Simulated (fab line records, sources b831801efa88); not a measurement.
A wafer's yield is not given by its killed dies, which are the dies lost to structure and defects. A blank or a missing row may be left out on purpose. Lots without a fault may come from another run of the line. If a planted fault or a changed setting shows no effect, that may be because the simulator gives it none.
Which tool is to blame? | flow sky130 | 11 lots with 33 wafers sampled at 5 steps, on a route of 708 steps

WHAT EACH GAUGE READ, for each wafer
SKY_CONTACT_THK_MEAS_03.
lot  | measured     | on           | CONTACT_HDPCVD_THK (nm)
L708 | day 30 23:29 | filmMetro-02 | 566 564 571
L709 | day 31 03:17 | filmMetro-02 | 572 553 554
L713 | day 32 09:26 | filmMetro-03 | 575 574 569
L714 | day 33 00:55 | filmMetro-04 | 549 560 553
L715 | day 33 07:31 | filmMetro-03 | 566 563 563
L716 | day 33 19:29 | filmMetro-03 | 564 556 567
L717 | day 33 19:50 | filmMetro-04 | 559 569 559
L723 | day 35 17:55 | filmMetro-02 | 567 558 567
L726 | day 36 13:10 | filmMetro-04 | 576 565 563
L730 | day 38 05:07 | filmMetro-03 | 561 557 553
L729 | day 38 08:50 | filmMetro-03 | 566 559 561

SKY_METAL1_THK_MEAS_06: measures by xrf.
lot  | measured     | on           | METAL1_ALCU_THK (nm)
L708 | day 32 04:27 | filmMetro-01 | 253 241 245
L709 | day 32 09:09 | filmMetro-03 | 250 248 248
L713 | day 33 15:04 | filmMetro-04 | 289 290 289
L714 | day 34 06:23 | filmMetro-03 | 288 286 283
L715 | day 34 12:02 | filmMetro-03 | 285 285 288
L716 | day 34 23:43 | filmMetro-03 | 257 256 255
L717 | day 34 23:49 | filmMetro-01 | 247 250 250
L723 | day 36 21:37 | filmMetro-04 | 252 248 254
L726 | day 37 16:39 | filmMetro-04 | 256 252 254
L730 | day 39 09:11 | filmMetro-04 | 254 250 250
L729 | day 39 11:38 | filmMetro-04 | 253 251 249

TOOL THAT RAN EACH LOT (tool first, then ch and the chambers of the sampled wafers, then the start)
lot  | SKY_METAL1_SPUTTER_01       | SKY_METAL1_SPUTTER_03       | SKY_METAL1_SPUTTER_04
L708 | pvdSputter-03, day 32 04:13 | pvdSputter-03, day 32 04:16 | pvdSputter-03, day 32 04:17
L709 | pvdSputter-01, day 32 08:55 | pvdSputter-01, day 32 08:58 | pvdSputter-01, day 32 08:59
L713 | pvdSputter-01, day 33 14:48 | pvdSputter-01, day 33 14:51 | pvdSputter-01, day 33 14:52
L714 | pvdSputter-03, day 34 06:08 | pvdSputter-03, day 34 06:11 | pvdSputter-03, day 34 06:13
L715 | pvdSputter-01, day 34 11:48 | pvdSputter-01, day 34 11:51 | pvdSputter-01, day 34 11:52
L716 | pvdSputter-01, day 34 23:27 | pvdSputter-01, day 34 23:30 | pvdSputter-01, day 34 23:31
L717 | pvdSputter-04, day 34 23:34 | pvdSputter-04, day 34 23:37 | pvdSputter-04, day 34 23:38
L723 | pvdSputter-03, day 36 21:21 | pvdSputter-03, day 36 21:24 | pvdSputter-03, day 36 21:25
L726 | pvdSputter-01, day 37 16:25 | pvdSputter-01, day 37 16:28 | pvdSputter-01, day 37 16:29
L730 | pvdSputter-01, day 39 08:53 | pvdSputter-01, day 39 08:56 | pvdSputter-01, day 39 08:58
L729 | pvdSputter-03, day 39 11:24 | pvdSputter-03, day 39 11:27 | pvdSputter-03, day 39 11:28
- SKY_METAL1_SPUTTER_01: material TiN, target thk 20 nm, time 16.7 s.
- SKY_METAL1_SPUTTER_03: material Ti, target thk 5 nm, time 3.3 s.
- SKY_METAL1_SPUTTER_04: material TiN, target thk 70 nm, time 58.3 s.

AS READ BY THE TOOLS THEMSELVES (means over the sampled wafers that have a number; for cases with no such wafer, the mark the record gives instead)
SKY_METAL1_SPUTTER_01.
lot  | tool          | cathodeDcPowerW (W) | chamberPressurePa (Pa) | throttleValvePct (%)
L708 | pvdSputter-03 | 6499.9              | 0.4003                 | 29.8
L709 | pvdSputter-01 | 6499.8              | 0.3998                 | 29.5
L713 | pvdSputter-01 | 6499.4              | 0.3996                 | 28.9
L714 | pvdSputter-03 | 6500.6              | 0.3999                 | 29.0
L715 | pvdSputter-01 | 6500.5              | 0.4003                 | 29.4
L716 | pvdSputter-01 | 6500.2              | 0.4003                 | 29.1
L717 | pvdSputter-04 | 6500.1              | 0.4005                 | 29.6
L723 | pvdSputter-03 | 6500.9              | 0.3997                 | 29.1
L726 | pvdSputter-01 | 6500.4              | 0.3996                 | 28.1
L730 | pvdSputter-01 | 6500.3              | 0.4006                 | 28.8
L729 | pvdSputter-03 | 6500.4              | 0.3997                 | 29.1

SKY_METAL1_SPUTTER_03.
lot  | tool          | cathodeDcPowerW (W) | chamberPressurePa (Pa) | throttleValvePct (%)
L708 | pvdSputter-03 | 3000.3              | 0.3996                 | 29.7
L709 | pvdSputter-01 | 2999.9              | 0.4002                 | 29.6
L713 | pvdSputter-01 | 2999.7              | 0.4000                 | 28.9
L714 | pvdSputter-03 | 3000.0              | 0.3997                 | 29.1
L715 | pvdSputter-01 | 2999.4              | 0.3999                 | 29.6
L716 | pvdSputter-01 | 3000.0              | 0.3998                 | 29.1
L717 | pvdSputter-04 | 2999.5              | 0.3999                 | 29.7
L723 | pvdSputter-03 | 3000.1              | 0.3991                 | 28.9
L726 | pvdSputter-01 | 3000.1              | 0.4005                 | 28.2
L730 | pvdSputter-01 | 3000.1              | 0.4001                 | 29.0
L729 | pvdSputter-03 | 2999.4              | 0.3993                 | 28.7

SKY_METAL1_SPUTTER_04.
lot  | tool          | cathodeDcPowerW (W) | chamberPressurePa (Pa) | throttleValvePct (%)
L708 | pvdSputter-03 | 6499.7              | 0.4000                 | 29.5
L709 | pvdSputter-01 | 6500.2              | 0.4009                 | 29.8
L713 | pvdSputter-01 | -                   | -                      | -
L714 | pvdSputter-03 | -                   | -                      | -
L715 | pvdSputter-01 | -                   | -                      | -
L716 | pvdSputter-01 | 6499.8              | 0.3996                 | 29.1
L717 | pvdSputter-04 | 6499.4              | 0.4005                 | 29.7
L723 | pvdSputter-03 | 6499.3              | 0.4005                 | 29.1
L726 | pvdSputter-01 | 6499.6              | 0.3995                 | 28.0
L730 | pvdSputter-01 | 6500.5              | 0.4000                 | 28.8
L729 | pvdSputter-03 | 6500.4              | 0.4012                 | 28.9

THE ANSWER, worked out from the rows above alone
Rule: the usual values come from the lots themselves. Put in order of their means at a reading, lots are off if they are a third of the lots or fewer, leave a main group of 4 or more, and stand apart from it by a gap of 3 or more times the standard deviation of the main group's means; of several such gaps the widest counts. The tables above print the reading to a certain number of digits; a main group whose means all agree to those digits is not used. Also off: a lot with no number at a reading for which 4 or more lots have one. All remaining lots with rows at the step are treated as sound. After the gauges, taken in route order, come the tools' own readings; for these a lot's mean is taken, as printed above. At the first step where some lot is off, the reading lying furthest off is the one used; lots without a number count as furthest.
Off: at SKY_METAL1_THK_MEAS_06 (METAL1_ALCU_THK), L713, L714, L715. The main group: mean 251 nm, standard deviation 2.9.
If a tool, at a process step before that reading, ran all the lots that are off and no sound lot after the first of them, it fits. Not tried: the gauges at SKY_METAL1_THK_MEAS_06; whatever is off there is also off at SKY_METAL1_SPUTTER_04, on other tools, and gauge error can't account for it. Not one of the candidates tried fits.

WHAT THE SIMULATOR PUT IN
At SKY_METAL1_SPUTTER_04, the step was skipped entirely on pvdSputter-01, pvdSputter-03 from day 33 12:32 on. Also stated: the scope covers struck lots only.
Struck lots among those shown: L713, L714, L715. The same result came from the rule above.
